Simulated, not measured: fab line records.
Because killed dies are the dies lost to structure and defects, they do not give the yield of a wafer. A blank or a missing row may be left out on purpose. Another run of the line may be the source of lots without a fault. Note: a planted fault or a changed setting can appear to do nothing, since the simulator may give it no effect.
Which of the tools did it? + flow sky130 + 13 lots with 39 wafers sampled at 3 steps, on a route of 708 steps

WHAT THE GAUGES READ, wafer by wafer
SKY_NWELL_TW_MEAS_15.
| lot  | measured     | on           | NWELL_TW          |
|------|--------------|--------------|-------------------|
| L409 | day 4 10:44  | filmMetro-02 | 1799 1793 1795    |
| L412 | day 5 04:47  | filmMetro-04 | 1831 1837 1830    |
| L413 | day 5 12:42  | filmMetro-04 | 1833 1822 1831    |
| L416 | day 6 03:20  | filmMetro-03 | 1811 1811 1806    |
| L417 | day 6 12:56  | filmMetro-04 | 1829 1839 1828    |
| L419 | day 7 13:47  | filmMetro-04 | 1845 1845 1849    |
| L420 | day 7 14:41  | filmMetro-03 | 1830 1829 1823    |
| L421 | day 7 16:10  | filmMetro-04 | 1841 1838 1842    |
| L422 | day 7 21:37  | filmMetro-02 | 1801 1796 1795    |
| L423 | day 8 01:23  | filmMetro-04 | 30 30 30 30 30 30 |
| L424 | day 8 09:46  | filmMetro-03 | 30 30 30 30 30 30 |
| L426 | day 8 19:40  | filmMetro-02 | 1805 1810 1800    |
| L432 | day 10 02:17 | filmMetro-04 | 1831 1824 1828    |

WHAT TOOL EACH LOT RAN ON (gives the tool, then ch and the chambers of the sampled wafers, and finally the start)
| lot  | SKY_PWDE_STRIP_09                  | SKY_NWELL_STRIP_14                  |
|------|------------------------------------|-------------------------------------|
| L409 | plasmaAsher-02 ch 0,1, day 3 19:17 | plasmaAsher-03 ch 0,1, day 4 10:38  |
| L412 | plasmaAsher-02 ch 0,1, day 4 09:59 | plasmaAsher-04 ch 0,1, day 5 04:41  |
| L413 | plasmaAsher-02 ch 0,1, day 4 19:00 | plasmaAsher-03 ch 0, day 5 12:35    |
| L416 | plasmaAsher-02 ch 0,1, day 5 08:29 | plasmaAsher-03 ch 0,1, day 6 03:14  |
| L417 | plasmaAsher-02 ch 0,1, day 5 19:10 | plasmaAsher-04 ch 0,1, day 6 12:50  |
| L419 | plasmaAsher-01 ch 0,1, day 6 18:34 | plasmaAsher-04 ch 0,1, day 7 13:41  |
| L420 | plasmaAsher-04 ch 0,1, day 6 19:33 | plasmaAsher-03 ch 0,1, day 7 14:35  |
| L421 | plasmaAsher-02 ch 1, day 6 20:08   | plasmaAsher-03 ch 0,1, day 7 16:04  |
| L422 | plasmaAsher-01 ch 0,1, day 7 00:54 | plasmaAsher-02 ch 0,1, day 7 21:31  |
| L423 | plasmaAsher-01 ch 0,1, day 7 04:51 | plasmaAsher-04 ch 0, day 8 01:16    |
| L424 | plasmaAsher-01 ch 0,1, day 7 12:54 | plasmaAsher-03 ch 0,1, day 8 09:40  |
| L426 | plasmaAsher-04 ch 0,1, day 7 22:04 | plasmaAsher-03 ch 0, day 8 19:34    |
| L432 | plasmaAsher-02 ch 0,1, day 9 05:23 | plasmaAsher-03 ch 0,1, day 10 02:11 |
- SKY_PWDE_STRIP_09: strips in O2/N2.
- SKY_NWELL_STRIP_14: strips in O2/N2.

AS READ BY THE TOOLS THEMSELVES (means over the sampled wafers that have a number; for cases with no such wafer, the mark the record gives instead)
SKY_PWDE_STRIP_09.
| lot  | tool           | chamberPressureMTorr (mTorr) | drypumpMotorCurrentA (A) | oesProductAu (a.u.) | stripTimeToEndpointS (s) |
|------|----------------|------------------------------|--------------------------|---------------------|--------------------------|
| L409 | plasmaAsher-02 | 1499.9                       | 5.5                      | 0.726               | 36.90                    |
| L412 | plasmaAsher-02 | 1501.4                       | 5.4                      | 0.720               | 36.98                    |
| L413 | plasmaAsher-02 | 1498.8                       | 5.7                      | 0.724               | 37.03                    |
| L416 | plasmaAsher-02 | 1501.1                       | 5.7                      | 0.719               | 36.98                    |
| L417 | plasmaAsher-02 | 1500.1                       | 5.5                      | 0.721               | 36.77                    |
| L419 | plasmaAsher-01 | 1500.3                       | 5.8                      | 0.722               | 36.81                    |
| L420 | plasmaAsher-04 | 1499.8                       | 5.9                      | 0.722               | 37.04                    |
| L421 | plasmaAsher-02 | 1500.3                       | 6.0                      | 0.722               | 36.82                    |
| L422 | plasmaAsher-01 | 1499.9                       | 5.8                      | 0.727               | 36.80                    |
| L423 | plasmaAsher-01 | -                            | -                        | -                   | -                        |
| L424 | plasmaAsher-01 | -                            | -                        | -                   | -                        |
| L426 | plasmaAsher-04 | 1500.6                       | 5.6                      | 0.724               | 37.05                    |
| L432 | plasmaAsher-02 | 1501.4                       | 5.4                      | 0.724               | 37.00                    |

SKY_NWELL_STRIP_14.
| lot  | tool           | chamberPressureMTorr (mTorr) | drypumpMotorCurrentA (A) | oesProductAu (a.u.) | stripTimeToEndpointS (s) |
|------|----------------|------------------------------|--------------------------|---------------------|--------------------------|
| L409 | plasmaAsher-03 | 1499.0                       | 6.7                      | 0.725               | 36.82                    |
| L412 | plasmaAsher-04 | 1499.5                       | 5.7                      | 0.727               | 36.96                    |
| L413 | plasmaAsher-03 | 1501.4                       | 6.7                      | 0.724               | 36.85                    |
| L416 | plasmaAsher-03 | 1500.5                       | 6.7                      | 0.727               | 37.06                    |
| L417 | plasmaAsher-04 | 1499.6                       | 5.6                      | 0.725               | 36.90                    |
| L419 | plasmaAsher-04 | 1500.3                       | 5.9                      | 0.726               | 36.86                    |
| L420 | plasmaAsher-03 | 1499.9                       | 6.7                      | 0.718               | 36.78                    |
| L421 | plasmaAsher-03 | 1499.3                       | 6.7                      | 0.722               | 36.91                    |
| L422 | plasmaAsher-02 | 1500.9                       | 5.5                      | 0.720               | 36.91                    |
| L423 | plasmaAsher-04 | 1499.2                       | 6.1                      | 0.730               | 80.97                    |
| L424 | plasmaAsher-03 | 1499.6                       | 6.7                      | 0.737               | 81.10                    |
| L426 | plasmaAsher-03 | 1499.1                       | 6.7                      | 0.719               | 36.88                    |
| L432 | plasmaAsher-03 | 1499.2                       | 6.7                      | 0.720               | 36.84                    |

THE ANSWER, worked out from the rows above alone
Rule: usual is defined by the lots themselves. Put in order of their means at a reading, lots are off if they are a third of the lots or fewer, leave a main group of 4 or more, and stand apart from it by a gap of 3 or more times the standard deviation of the main group's means; of several such gaps the widest counts. The tables above print the reading to a certain number of digits; a main group whose means all agree to those digits is not used. Also off: a lot with no number at a reading for which 4 or more lots have one. The other lots that the step has rows for count as sound. The gauges are gone through in route order, then the tools' own readings, and for those a lot's mean is taken as printed above. At the first step where some lot is off, the reading lying furthest off is the one used; lots without a number count as furthest.
Off: at SKY_NWELL_TW_MEAS_15 (NWELL_TW), L423, L424. The main group: mean 1822, standard deviation 17.
A tool fits if, at a process step before that reading, it ran every lot that is off, and no sound lot after the first of them. Not tried: the gauges at SKY_NWELL_TW_MEAS_15; whatever is off there is also off at SKY_PWDE_STRIP_09, on other tools, and gauge error can't account for it. One candidate fits, namely plasmaAsher-01 at SKY_PWDE_STRIP_09. Its last sound lot is L422 (day 7 00:54), its first lot that is off L423 (day 7 04:51): a fault that began between those two fits.
Blank at SKY_PWDE_STRIP_09 on the lots that are off, where sound lots have numbers: chamberPressureMTorr, drypumpMotorCurrentA, oesProductAu, stripTimeToEndpointS.

WHAT THE SIMULATOR PUT IN
At SKY_PWDE_STRIP_09, the step was skipped entirely on plasmaAsher-01 from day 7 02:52 on. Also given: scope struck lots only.
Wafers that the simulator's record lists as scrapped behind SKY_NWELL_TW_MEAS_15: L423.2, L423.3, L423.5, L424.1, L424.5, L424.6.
Shown lots that were struck: L423, L424. This agrees with what the rule above found.
